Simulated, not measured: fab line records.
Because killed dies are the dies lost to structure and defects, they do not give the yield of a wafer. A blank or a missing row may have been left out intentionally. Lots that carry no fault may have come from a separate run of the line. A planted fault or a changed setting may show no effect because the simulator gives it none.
Struck lot and sound lot, side by side | flow sky130 | 16 steps out of a route of 708
Sound: these wafers, L631.1, L631.3, L631.4. Struck: wafers L638.4, L638.6. (L638.2 of the same lot was not struck and is left out.) The cause comes at the end.
Order at every step that has rows: each side's tool, ch and its chambers, its first start. Under that, the readings that differ: sound wafers | struck wafers | difference of the means | sigmas: that difference in standard deviations of wafers without a fault.
alike: a reading whose means differ by less than 2 such deviations, as well as words and numbers matching on both sides. not compared: withheld readings; readings where some wafer has no value; bounds like >300 that might hide an equal value; numbers whose values overlap and for which the record gives no deviation.
Wherever a step has rows on one side only, a row that says differs or no value, or a row with sigmas, the two part there. Numbers that have no deviation but don't overlap get no sigmas and don't part them. Lack of a reading on every wafer of one side parts them only where that side has two or more wafers.

first, 2 steps without rows for these wafers: SKY_METAL3_PEB_11; SKY_METAL3_DEVELOP_12 (develop time 60 s).
SKY_METAL3_CD_MEAS_13: target cd 300 nm.
  sound: cd-sem-01 at day 38 23:09; struck: cd-sem-01 at day 41 10:16
  alike: cd-nm
SKY_METAL3_OVL_MEAS_14:
  sound: overlay-01 at day 38 23:16; struck: overlay-02 at day 41 10:22
  alike: METAL3_OVL
SKY_METAL3_DESCUM_15: chemistry O2, time 8 s.
  sound on rie-metal-03 ch 0,1, day 38 23:18; struck on rie-metal-03 ch 0,1, day 41 10:24
  alike: drypump-motor-current-A, oes-product-au
  not compared: rf-hours-counter-h
then, 1 step without rows for these wafers: SKY_METAL3_ETCH_16 (etches BARC in N2/H2, stops on SiO2, time 88.2 s, target depth 60 nm).
SKY_METAL3_ETCH_17: etches SiO2 in C4F8/O2/Ar, stops on TiN, time 3.9 s, target depth 15 nm.
  sound on rie-diel-04 ch 1,2,3, day 38 23:26; struck on rie-diel-02 ch 1, day 41 10:32
  alike: oes-product-au
SKY_METAL3_METAL_ETCH_18: etches the open film in Cl2/BCl3, stops on SiO2, target depth 845 nm, time 183.1 s.
  sound on rie-metal-02 ch 1, day 38 23:27; struck on rie-metal-04 ch 0, day 41 10:33
  alike: drypump-motor-current-A, oes-product-au, throttle-valve-pct
  not compared: rf-hours-counter-h
SKY_METAL3_STRIP_19: strips in O2/N2.
  sound on plasma-asher-01 ch 0,1, day 38 23:49; struck on plasma-asher-04 ch 1, day 41 10:44
  alike: drypump-motor-current-A, oes-product-au, strip-time-to-endpoint-s
  not compared: rf-hours-counter-h
then, 3 steps without rows for these wafers: SKY_METAL3_STRIP_20 (strips in post etch residue remover, time 1200 s); SKY_METAL3_CLEAN_21 (cleans in IPA, time 180 s); SKY_METAL3_CLEAN_22 (cleans in O3/DIW).
SKY_VIA3_HDPCVD_00: deposits SiO2, target thk 1635 nm, time 272.5 s.
  sound on hdpcvd-01 ch 0,1,2, day 39 00:25; struck on hdpcvd-01 ch 0,2, day 41 11:19
  reading                                  | sound             | struck      | difference | sigmas
  run-length-s (s)                         | 300.2 299.7 300.9 | 314.5 315.4 | +14.7      | +31
  model.SiO2_of_VIA3_HDPCVD_00.thk-nm (nm) | 1668 1686 1639    | 1743 1744   | +79        |
SKY_VIA3_THK_MEAS_01:
  sound: film-metro-04 at day 39 00:35; struck: film-metro-02 at day 41 11:35
  reading              | sound          | struck    | difference | sigmas
  VIA3_HDPCVD_THK (nm) | 1668 1686 1639 | 1743 1745 | +80        | +4
SKY_VIA3_CMP_02: polishes SiO2.
  sound on cmp-01 ch 0,1,3, day 39 00:38; struck on cmp-02 ch 2, day 41 11:38
  alike: motor-current-A
following that, these wafers have no rows for 1 step: SKY_PAD_OPEN_PROBE_99.

== WHERE THEY PART ==
Earliest at SKY_VIA3_HDPCVD_00; latest, in this record, at SKY_VIA3_THK_MEAS_01. Later steps at which nothing parts them and some readings are alike: SKY_VIA3_CMP_02.

WHY: the cause the simulator had injected
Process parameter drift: hdpcvd-01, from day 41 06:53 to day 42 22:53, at SKY_VIA3_HDPCVD_00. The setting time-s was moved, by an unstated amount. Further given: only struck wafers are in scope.
